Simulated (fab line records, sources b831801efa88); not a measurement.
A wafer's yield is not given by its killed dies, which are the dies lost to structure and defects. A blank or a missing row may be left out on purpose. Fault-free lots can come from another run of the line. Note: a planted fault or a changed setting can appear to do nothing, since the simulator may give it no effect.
Chamber matching -- flow sky130 -- cmp-01 running SKY_VIA2_CMP_24: 4 sister chambers
The step polishes, stops on SiO2, t overpolish 20 s, target thk 0 nm. 8 wafers are shown with their chamber, then 12 later ones without.

== WAFERS, EACH WITH ITS CHAMBER ==
wafer,chamber,motor-current-A (A),time-to-endpoint-s (s)
L087.6,3,11.2,100
L086.2,3,10.7,105
L088.1,1,11.0,100
L088.2,0,10.7,100
L088.4,2,10.3,96
L089.1,1,11.0,104
L089.2,2,10.5,97
L089.4,0,10.7,102

== WAFERS MISSING THEIR CHAMBER ==
wafer,motor-current-A (A),time-to-endpoint-s (s)
L090.2,10.4,100
L090.4,11.7,104
L090.6,10.8,96
L092.2,11.0,93
L092.4,12.0,98
L092.5,10.6,99
L095.1,11.1,102
L095.3,10.0,101
L095.5,10.6,104
L096.1,10.2,104
L096.3,10.3,95
L096.5,10.3,99

== CHAMBER TAKEN BY EACH ==
wafer,from the rows above,in truth
L090.2,can't be placed: 2 or 0 or 3 or 1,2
L090.4,can't be placed: 1 or 3 or 0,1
L090.6,can't be placed: 2 or 0 or 1 or 3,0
L092.2,can't be placed: 2 or 0 or 1 or 3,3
L092.4,can't be placed: 1 or 3 or 0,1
L092.5,can't be placed: 0 or 2 or 3 or 1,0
L095.1,can't be placed: 1 or 3 or 0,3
L095.3,can't be placed: 2 or 0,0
L095.5,can't be placed: 0 or 3 or 1 or 2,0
L096.1,can't be placed: 0 or 2 or 3 or 1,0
L096.3,2,2
L096.5,can't be placed: 2 or 0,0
Correctly placed: 1 of 12. These rows do not allow placing 11 (true chamber among the candidates in 11). Placed wrongly: 0.
How it was worked out, from the rows above alone: a wafer's distance from a chamber is the root of the sum, over the readings, of the square of ((its reading less the chamber's mean) divided by the reading's scatter). The wafer belongs to the nearest chamber; if the next one is less than 2 further off, it can't be placed. The mean given for a chamber averages the wafers shown for that chamber. The scatter is the square root of a quotient: the sum, over the shown wafers, of each reading's squared deviation from its chamber's mean, divided by wafers minus chambers.
